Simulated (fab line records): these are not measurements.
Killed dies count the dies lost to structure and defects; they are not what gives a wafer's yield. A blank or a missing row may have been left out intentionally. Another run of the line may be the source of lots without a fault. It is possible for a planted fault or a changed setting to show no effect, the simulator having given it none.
Which tool is to blame? || flow sky130 || 11 lots with 33 wafers sampled at 4 steps, on a route of 708 steps

## WHAT EACH GAUGE READ, for each wafer
SKY_FIELD_ISO_THK_MEAS_02. Usual: for FIELD_ISO_OXIDATION_00_THK the level is 12.08 nm and the standard deviation is 0.23.
{"lot": "L100", "measured": "day 1 12:29", "on": "filmMetro-01", "FIELD_ISO_OXIDATION_00_THK (nm)": "12.61 12.38 12.37", "flag": ""}
{"lot": "L101", "measured": "day 1 17:56", "on": "filmMetro-04", "FIELD_ISO_OXIDATION_00_THK (nm)": "12.28 12.48 12.42", "flag": ""}
{"lot": "L102", "measured": "day 1 23:29", "on": "filmMetro-04", "FIELD_ISO_OXIDATION_00_THK (nm)": "12.27 12.13 12.17", "flag": ""}
{"lot": "L104", "measured": "day 2 08:42", "on": "filmMetro-04", "FIELD_ISO_OXIDATION_00_THK (nm)": "12.29 12.06 12.37", "flag": ""}
{"lot": "L107", "measured": "day 3 03:25", "on": "filmMetro-01", "FIELD_ISO_OXIDATION_00_THK (nm)": "12.08 11.69 11.70", "flag": ""}
{"lot": "L109", "measured": "day 3 10:32", "on": "filmMetro-01", "FIELD_ISO_OXIDATION_00_THK (nm)": "11.82 11.91 11.98", "flag": ""}
{"lot": "L108", "measured": "day 3 10:32", "on": "filmMetro-04", "FIELD_ISO_OXIDATION_00_THK (nm)": "11.73 11.98 11.96", "flag": ""}
{"lot": "L113", "measured": "day 4 05:06", "on": "filmMetro-04", "FIELD_ISO_OXIDATION_00_THK (nm)": "12.35 12.28 11.89", "flag": ""}
{"lot": "L118", "measured": "day 5 10:29", "on": "filmMetro-01", "FIELD_ISO_OXIDATION_00_THK (nm)": "12.13 12.14 12.06", "flag": ""}
{"lot": "L120", "measured": "day 5 17:24", "on": "filmMetro-01", "FIELD_ISO_OXIDATION_00_THK (nm)": "12.22 12.03 12.16", "flag": ""}
{"lot": "L123", "measured": "day 6 07:30", "on": "filmMetro-04", "FIELD_ISO_OXIDATION_00_THK (nm)": "12.01 12.02 12.00", "flag": ""}

SKY_NWELL_RS_MEAS_31: uses a four-point probe to measure. Usual: for PWDE_RS the level is 5274 ohm/sq and the standard deviation is 17.
{"lot": "L100", "measured": "day 5 03:56", "on": "filmMetro-04", "PWDE_RS (ohm/sq)": "5286 5263 5283", "flag": ""}
{"lot": "L101", "measured": "day 5 16:43", "on": "filmMetro-03", "PWDE_RS (ohm/sq)": "5257 5237 5248", "flag": ""}
{"lot": "L102", "measured": "day 6 16:05", "on": "filmMetro-03", "PWDE_RS (ohm/sq)": "5274 5248 5271", "flag": ""}
{"lot": "L104", "measured": "day 7 04:43", "on": "filmMetro-04", "PWDE_RS (ohm/sq)": "5244 5259 5260", "flag": ""}
{"lot": "L107", "measured": "day 7 07:47", "on": "filmMetro-04", "PWDE_RS (ohm/sq)": "5277 5297 5292", "flag": ""}
{"lot": "L109", "measured": "day 7 13:25", "on": "filmMetro-02", "PWDE_RS (ohm/sq)": "5506 5501 5505 5509 5491 5505", "flag": "OFF"}
{"lot": "L108", "measured": "day 7 12:21", "on": "filmMetro-02", "PWDE_RS (ohm/sq)": "5296 5290 5272", "flag": ""}
{"lot": "L113", "measured": "day 8 18:32", "on": "filmMetro-02", "PWDE_RS (ohm/sq)": "5262 5261 5280", "flag": ""}
{"lot": "L118", "measured": "day 10 13:19", "on": "filmMetro-02", "PWDE_RS (ohm/sq)": "5315 5300 5326", "flag": ""}
{"lot": "L120", "measured": "day 10 21:02", "on": "filmMetro-03", "PWDE_RS (ohm/sq)": "5277 5263 5262", "flag": ""}
{"lot": "L123", "measured": "day 11 08:26", "on": "filmMetro-02", "PWDE_RS (ohm/sq)": "5269 5274 5276", "flag": ""}

## TOOL THAT RAN EACH LOT (tool first, then ch and the chambers of the sampled wafers, then the start)
{"lot": "L100", "SKY_FIELD_ISO_CMP_27": "cmp-02 ch 1,2, day 2 10:10", "SKY_PWDE_IMPLANT_08": "implanter-01 ch 0, day 3 17:49"}
{"lot": "L101", "SKY_FIELD_ISO_CMP_27": "cmp-02 ch 0,1,3, day 2 15:46", "SKY_PWDE_IMPLANT_08": "implanter-02 ch 0, day 4 04:47"}
{"lot": "L102", "SKY_FIELD_ISO_CMP_27": "cmp-01 ch 1,2, day 3 07:49", "SKY_PWDE_IMPLANT_08": "implanter-03 ch 0, day 5 01:48"}
{"lot": "L104", "SKY_FIELD_ISO_CMP_27": "cmp-02 ch 1,2, day 3 21:45", "SKY_PWDE_IMPLANT_08": "implanter-02 ch 0, day 5 14:02"}
{"lot": "L107", "SKY_FIELD_ISO_CMP_27": "cmp-01 ch 1,2,3, day 4 03:35", "SKY_PWDE_IMPLANT_08": "implanter-03 ch 0, day 5 17:31"}
{"lot": "L109", "SKY_FIELD_ISO_CMP_27": "cmp-02 ch 0,1,2, day 4 08:42", "SKY_PWDE_IMPLANT_08": "implanter-02 ch 0, day 5 22:49"}
{"lot": "L108", "SKY_FIELD_ISO_CMP_27": "cmp-01 ch 0,2, day 4 08:39", "SKY_PWDE_IMPLANT_08": "implanter-01 ch 0, day 5 22:36"}
{"lot": "L113", "SKY_FIELD_ISO_CMP_27": "cmp-01 ch 0,2,3, day 5 09:03", "SKY_PWDE_IMPLANT_08": "implanter-01 ch 0, day 7 01:17"}
{"lot": "L118", "SKY_FIELD_ISO_CMP_27": "cmp-02 ch 0,1, day 6 14:13", "SKY_PWDE_IMPLANT_08": "implanter-01 ch 0, day 8 16:08"}
{"lot": "L120", "SKY_FIELD_ISO_CMP_27": "cmp-01 ch 0,2,3, day 7 04:31", "SKY_PWDE_IMPLANT_08": "implanter-01 ch 0, day 9 00:16"}
{"lot": "L123", "SKY_FIELD_ISO_CMP_27": "cmp-01 ch 0,1,3, day 7 11:31", "SKY_PWDE_IMPLANT_08": "implanter-03 ch 0, day 9 09:39"}
- SKY_FIELD_ISO_CMP_27: polishes, stops on Si3N4, t overpolish 16 s, target thk 457.8 nm.
- SKY_PWDE_IMPLANT_08

## WHAT THE TOOLS THEMSELVES READ (means of the sampled wafers that have a number; where no wafer has one, the mark that the record gives instead)
SKY_FIELD_ISO_CMP_27. Usual: motorCurrentA 12.4 A, standard deviation 1.1; overpolishRunS 16.002 s, standard deviation 0.01; timeToEndpointS 110 s, standard deviation 3.6.
{"lot": "L100", "tool": "cmp-02", "motorCurrentA (A)": 11.2, "overpolishRunS (s)": 15.989, "timeToEndpointS (s)": 115, "flag": ""}
{"lot": "L101", "tool": "cmp-02", "motorCurrentA (A)": 12.1, "overpolishRunS (s)": 15.997, "timeToEndpointS (s)": 113, "flag": ""}
{"lot": "L102", "tool": "cmp-01", "motorCurrentA (A)": 13.3, "overpolishRunS (s)": 15.999, "timeToEndpointS (s)": 108, "flag": ""}
{"lot": "L104", "tool": "cmp-02", "motorCurrentA (A)": 11.8, "overpolishRunS (s)": 16.006, "timeToEndpointS (s)": 114, "flag": ""}
{"lot": "L107", "tool": "cmp-01", "motorCurrentA (A)": 12.7, "overpolishRunS (s)": 16.017, "timeToEndpointS (s)": 111, "flag": ""}
{"lot": "L109", "tool": "cmp-02", "motorCurrentA (A)": 12.2, "overpolishRunS (s)": 16.003, "timeToEndpointS (s)": 114, "flag": ""}
{"lot": "L108", "tool": "cmp-01", "motorCurrentA (A)": 12.6, "overpolishRunS (s)": 16.013, "timeToEndpointS (s)": 111, "flag": ""}
{"lot": "L113", "tool": "cmp-01", "motorCurrentA (A)": 12.6, "overpolishRunS (s)": 16.003, "timeToEndpointS (s)": 107, "flag": ""}
{"lot": "L118", "tool": "cmp-02", "motorCurrentA (A)": 12.1, "overpolishRunS (s)": 16.003, "timeToEndpointS (s)": 112, "flag": ""}
{"lot": "L120", "tool": "cmp-01", "motorCurrentA (A)": 12.4, "overpolishRunS (s)": 16.014, "timeToEndpointS (s)": 108, "flag": ""}
{"lot": "L123", "tool": "cmp-01", "motorCurrentA (A)": 13.0, "overpolishRunS (s)": 16.004, "timeToEndpointS (s)": 107, "flag": ""}

SKY_PWDE_IMPLANT_08. Usual: beamEnergyKeV 150.00, standard deviation 0.047; beamOnS 10.01 s, standard deviation 0.21.
{"lot": "L100", "tool": "implanter-01", "beamEnergyKeV": 150.00, "beamOnS (s)": 10.01, "flag": ""}
{"lot": "L101", "tool": "implanter-02", "beamEnergyKeV": 150.04, "beamOnS (s)": 10.13, "flag": ""}
{"lot": "L102", "tool": "implanter-03", "beamEnergyKeV": 149.94, "beamOnS (s)": 9.92, "flag": ""}
{"lot": "L104", "tool": "implanter-02", "beamEnergyKeV": 150.03, "beamOnS (s)": 9.88, "flag": ""}
{"lot": "L107", "tool": "implanter-03", "beamEnergyKeV": 149.98, "beamOnS (s)": 10.02, "flag": ""}
{"lot": "L109", "tool": "implanter-02", "beamEnergyKeV": 150.06, "beamOnS (s)": 9.87, "flag": ""}
{"lot": "L108", "tool": "implanter-01", "beamEnergyKeV": 150.03, "beamOnS (s)": 9.96, "flag": ""}
{"lot": "L113", "tool": "implanter-01", "beamEnergyKeV": 149.91, "beamOnS (s)": 9.96, "flag": ""}
{"lot": "L118", "tool": "implanter-01", "beamEnergyKeV": 149.93, "beamOnS (s)": 9.94, "flag": ""}
{"lot": "L120", "tool": "implanter-01", "beamEnergyKeV": 149.98, "beamOnS (s)": 10.21, "flag": ""}
{"lot": "L123", "tool": "implanter-03", "beamEnergyKeV": 149.96, "beamOnS (s)": 9.90, "flag": ""}

## THE ANSWER, worked out from the rows above alone
Rule: a lot is off if the mean of its wafers that have a number lies more than 3 standard deviations from the usual mean. A lot without any number at a reading at which 4 lots or more have one is off too. Any other lot the step has rows for is counted as sound. The gauges are gone through in route order, then the tools' own readings, and for those a lot's mean is taken as printed above. At the first step where some lot is off, the reading lying furthest off is the one used; lots without a number count as furthest.
Off: at SKY_NWELL_RS_MEAS_31 (PWDE_RS), L109.
If a tool, at a process step before that reading, ran all the lots that are off and no sound lot after the first of them, it fits. The gauges at SKY_NWELL_RS_MEAS_31 are tried like those tools. One fits: implanter-02 at SKY_PWDE_IMPLANT_08. Its last sound lot is L104 (day 5 14:02), its first lot that is off L109 (day 5 22:49): a fault that began between those two fits.

## WHAT HAD BEEN PUT IN BY THE SIMULATOR
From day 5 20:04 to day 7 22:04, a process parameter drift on implanter-02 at SKY_PWDE_IMPLANT_08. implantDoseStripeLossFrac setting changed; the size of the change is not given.
Shown lots that were struck: L109. This agrees with what the rule above found.
